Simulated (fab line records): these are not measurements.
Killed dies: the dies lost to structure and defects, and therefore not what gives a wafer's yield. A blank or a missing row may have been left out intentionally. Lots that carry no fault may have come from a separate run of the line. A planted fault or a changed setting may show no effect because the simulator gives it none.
Which tool is to blame? / flow gf180mcu / 14 lots, 42 wafers sampled, at 4 steps of a route of 602

== WHAT EACH GAUGE READ, for each wafer ==
GF_V3_THK_MEAS_03. Usual: V3_CVD_02_THK gives 847 nm (standard deviation 13).
lot=L382; measured=day 21 06:46; on=film-metro-02; V3_CVD_02_THK (nm)=832 844 844; flag=
lot=L383; measured=day 21 14:43; on=film-metro-03; V3_CVD_02_THK (nm)=816 824 836; flag=
lot=L384; measured=day 22 03:12; on=film-metro-02; V3_CVD_02_THK (nm)=828 851 857; flag=
lot=L387; measured=day 23 05:33; on=film-metro-01; V3_CVD_02_THK (nm)=837 849 864; flag=
lot=L389; measured=day 24 01:20; on=film-metro-03; V3_CVD_02_THK (nm)=849 869 867; flag=
lot=L390; measured=day 24 12:11; on=film-metro-01; V3_CVD_02_THK (nm)=827 846 843; flag=
lot=L391; measured=day 24 18:24; on=film-metro-03; V3_CVD_02_THK (nm)=842 857 859; flag=
lot=L392; measured=day 25 01:10; on=film-metro-01; V3_CVD_02_THK (nm)=840 852 836; flag=
lot=L393; measured=day 25 05:50; on=film-metro-02; V3_CVD_02_THK (nm)=841 841 859; flag=
lot=L396; measured=day 26 08:52; on=film-metro-03; V3_CVD_02_THK (nm)=824 849 855; flag=
lot=L397; measured=day 26 17:13; on=film-metro-02; V3_CVD_02_THK (nm)=862 849 853; flag=
lot=L398; measured=day 26 20:08; on=film-metro-02; V3_CVD_02_THK (nm)=852 875 854; flag=
lot=L400; measured=day 27 12:44; on=film-metro-02; V3_CVD_02_THK (nm)=853 843 854; flag=
lot=L403; measured=day 28 08:42; on=film-metro-02; V3_CVD_02_THK (nm)=843 839 861; flag=

== TOOL THAT RAN EACH LOT (tool first, then ch and the chambers of the sampled wafers, then the start) ==
lot=L382; GF_M2_SPUTTER_01=pvd-sputter-03, day 18 01:50; GF_V2_SOFTBAKE_10=litho-track-04 ch 0, day 19 16:00; GF_V3_CVD_02=pecvd-03 ch 0,1, day 21 06:41
lot=L383; GF_M2_SPUTTER_01=pvd-sputter-02, day 18 10:01; GF_V2_SOFTBAKE_10=litho-track-02 ch 0, day 20 00:00; GF_V3_CVD_02=pecvd-01 ch 0,2, day 21 14:39
lot=L384; GF_M2_SPUTTER_01=pvd-sputter-03, day 18 22:37; GF_V2_SOFTBAKE_10=litho-track-02 ch 0, day 20 12:00; GF_V3_CVD_02=pecvd-01 ch 0,1,2, day 22 03:07
lot=L387; GF_M2_SPUTTER_01=pvd-sputter-02, day 20 02:58; GF_V2_SOFTBAKE_10=litho-track-04 ch 0, day 21 15:00; GF_V3_CVD_02=pecvd-01 ch 0,2, day 23 05:28
lot=L389; GF_M2_SPUTTER_01=pvd-sputter-03, day 21 00:28; GF_V2_SOFTBAKE_10=litho-track-03 ch 0, day 22 12:00; GF_V3_CVD_02=pecvd-02 ch 1,2, day 24 01:16
lot=L390; GF_M2_SPUTTER_01=pvd-sputter-03, day 21 11:06; GF_V2_SOFTBAKE_10=litho-track-04 ch 0, day 22 23:00; GF_V3_CVD_02=pecvd-01 ch 1,2, day 24 12:06
lot=L391; GF_M2_SPUTTER_01=pvd-sputter-03, day 21 17:59; GF_V2_SOFTBAKE_10=litho-track-02 ch 0, day 23 06:00; GF_V3_CVD_02=pecvd-03 ch 1,2, day 24 18:20
lot=L392; GF_M2_SPUTTER_01=pvd-sputter-03, day 22 01:25; GF_V2_SOFTBAKE_10=litho-track-04 ch 0, day 23 13:00; GF_V3_CVD_02=pecvd-02 ch 1,2, day 25 01:06
lot=L393; GF_M2_SPUTTER_01=pvd-sputter-01, day 22 06:40; GF_V2_SOFTBAKE_10=litho-track-04 ch 0, day 23 18:00; GF_V3_CVD_02=pecvd-02 ch 0,1, day 25 05:44
lot=L396; GF_M2_SPUTTER_01=pvd-sputter-02, day 23 11:37; GF_V2_SOFTBAKE_10=litho-track-02 ch 0, day 24 22:00; GF_V3_CVD_02=pecvd-03 ch 0,1,2, day 26 08:47
lot=L397; GF_M2_SPUTTER_01=pvd-sputter-01, day 23 21:38; GF_V2_SOFTBAKE_10=litho-track-04 ch 0, day 25 07:00; GF_V3_CVD_02=pecvd-02 ch 0,1,2, day 26 17:08
lot=L398; GF_M2_SPUTTER_01=pvd-sputter-02, day 24 01:04; GF_V2_SOFTBAKE_10=litho-track-04 ch 0, day 25 10:00; GF_V3_CVD_02=pecvd-02 ch 1,2, day 26 20:03
lot=L400; GF_M2_SPUTTER_01=pvd-sputter-01, day 24 17:08; GF_V2_SOFTBAKE_10=litho-track-04 ch 0, day 26 03:00; GF_V3_CVD_02=pecvd-03 ch 0,1,2, day 27 12:40
lot=L403; GF_M2_SPUTTER_01=pvd-sputter-03, day 25 15:53; GF_V2_SOFTBAKE_10=litho-track-02 ch 0, day 26 23:00; GF_V3_CVD_02=pecvd-03 ch 1,2, day 28 08:38
- GF_M2_SPUTTER_01: material TiN, target thk 30 nm, time 25 s.
- GF_V2_SOFTBAKE_10: time 60 s.
- GF_V3_CVD_02: deposits SiO2 from TEOS, target thk 850 nm, time 94.851 s.

== WHAT THE TOOLS THEMSELVES READ (means of the sampled wafers that have a number; where no wafer has one, the mark that the record gives instead) ==
GF_M2_SPUTTER_01. Usual: 29.9 % for throttle-valve-pct, sd 1.
lot=L382; tool=pvd-sputter-03; throttle-valve-pct (%)=30.2; flag=
lot=L383; tool=pvd-sputter-02; throttle-valve-pct (%)=30.2; flag=
lot=L384; tool=pvd-sputter-03; throttle-valve-pct (%)=29.7; flag=
lot=L387; tool=pvd-sputter-02; throttle-valve-pct (%)=28.8; flag=
lot=L389; tool=pvd-sputter-03; throttle-valve-pct (%)=30.2; flag=
lot=L390; tool=pvd-sputter-03; throttle-valve-pct (%)=30.5; flag=
lot=L391; tool=pvd-sputter-03; throttle-valve-pct (%)=30.3; flag=
lot=L392; tool=pvd-sputter-03; throttle-valve-pct (%)=30.6; flag=
lot=L393; tool=pvd-sputter-01; throttle-valve-pct (%)=29.3; flag=
lot=L396; tool=pvd-sputter-02; throttle-valve-pct (%)=28.5; flag=
lot=L397; tool=pvd-sputter-01; throttle-valve-pct (%)=29.6; flag=
lot=L398; tool=pvd-sputter-02; throttle-valve-pct (%)=29.1; flag=
lot=L400; tool=pvd-sputter-01; throttle-valve-pct (%)=29.2; flag=
lot=L403; tool=pvd-sputter-03; throttle-valve-pct (%)=30.9; flag=

GF_V2_SOFTBAKE_10. Usual: heater-power-total-W 93.04 W, standard deviation 0.062; run-length-s 89.13 s, standard deviation 0.24.
lot=L382; tool=litho-track-04; heater-power-total-W (W)=93.03; run-length-s (s)=89.24; flag=
lot=L383; tool=litho-track-02; heater-power-total-W (W)=93.08; run-length-s (s)=88.78; flag=
lot=L384; tool=litho-track-02; heater-power-total-W (W)=93.05; run-length-s (s)=88.83; flag=
lot=L387; tool=litho-track-04; heater-power-total-W (W)=93.05; run-length-s (s)=89.23; flag=
lot=L389; tool=litho-track-03; heater-power-total-W (W)=93.05; run-length-s (s)=89.40; flag=
lot=L390; tool=litho-track-04; heater-power-total-W (W)=93.04; run-length-s (s)=89.24; flag=
lot=L391; tool=litho-track-02; heater-power-total-W (W)=93.07; run-length-s (s)=88.86; flag=
lot=L392; tool=litho-track-04; heater-power-total-W (W)=93.02; run-length-s (s)=89.32; flag=
lot=L393; tool=litho-track-04; heater-power-total-W (W)=93.03; run-length-s (s)=89.26; flag=
lot=L396; tool=litho-track-02; heater-power-total-W (W)=93.09; run-length-s (s)=88.84; flag=
lot=L397; tool=litho-track-04; heater-power-total-W (W)=95.29; run-length-s (s)=85.30; flag=OFF
lot=L398; tool=litho-track-04; heater-power-total-W (W)=94.17; run-length-s (s)=87.22; flag=OFF
lot=L400; tool=litho-track-04; heater-power-total-W (W)=95.27; run-length-s (s)=85.34; flag=OFF
lot=L403; tool=litho-track-02; heater-power-total-W (W)=93.13; run-length-s (s)=88.80; flag=

GF_V3_CVD_02. Usual: 651 W for heater-power-w, sd 63.
lot=L382; tool=pecvd-03; heater-power-w (W)=657; flag=
lot=L383; tool=pecvd-01; heater-power-w (W)=723; flag=
lot=L384; tool=pecvd-01; heater-power-w (W)=701; flag=
lot=L387; tool=pecvd-01; heater-power-w (W)=658; flag=
lot=L389; tool=pecvd-02; heater-power-w (W)=609; flag=
lot=L390; tool=pecvd-01; heater-power-w (W)=727; flag=
lot=L391; tool=pecvd-03; heater-power-w (W)=689; flag=
lot=L392; tool=pecvd-02; heater-power-w (W)=566; flag=
lot=L393; tool=pecvd-02; heater-power-w (W)=651; flag=
lot=L396; tool=pecvd-03; heater-power-w (W)=681; flag=
lot=L397; tool=pecvd-02; heater-power-w (W)=614; flag=
lot=L398; tool=pecvd-02; heater-power-w (W)=549; flag=
lot=L400; tool=pecvd-03; heater-power-w (W)=639; flag=
lot=L403; tool=pecvd-03; heater-power-w (W)=709; flag=

== THE ANSWER, worked out from the rows above alone ==
Rule: lot off if the mean of its wafers having a number is beyond 3 standard deviations from the usual mean. Also off: a lot with no number at a reading for which 4 or more lots have one. The other lots that the step has rows for count as sound. After the gauges, taken in route order, come the tools' own readings; for these a lot's mean is taken, as printed above. The first step at which some lot is off is used, and at that step the reading that is off furthest; a lot without a number counts as furthest.
Off, at GF_V2_SOFTBAKE_10 on heater-power-total-W: L397, L398, L400.
A tool fits if, at that step or a process step before it, it ran every lot that is off, and no sound lot after the first of them. One fits: litho-track-04 at GF_V2_SOFTBAKE_10. A fault onset in the window from L393 (day 23 18:00, its last sound lot) to L397 (day 25 07:00, its first lot off) fits.
The tool's own readings at GF_V2_SOFTBAKE_10 bear it out: on the lots that are off they differ by more than 5 times the standard deviation of the sound lots' means. heater-power-total-W reads 94.91 W there against 93.06 W on the sound lots; run-length-s reads 85.95 s there against 89.07 s on the sound lots.

== WHAT THE SIMULATOR HAD PUT IN ==
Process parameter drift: litho-track-04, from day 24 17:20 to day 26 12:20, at GF_V2_SOFTBAKE_10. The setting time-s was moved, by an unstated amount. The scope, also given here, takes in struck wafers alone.
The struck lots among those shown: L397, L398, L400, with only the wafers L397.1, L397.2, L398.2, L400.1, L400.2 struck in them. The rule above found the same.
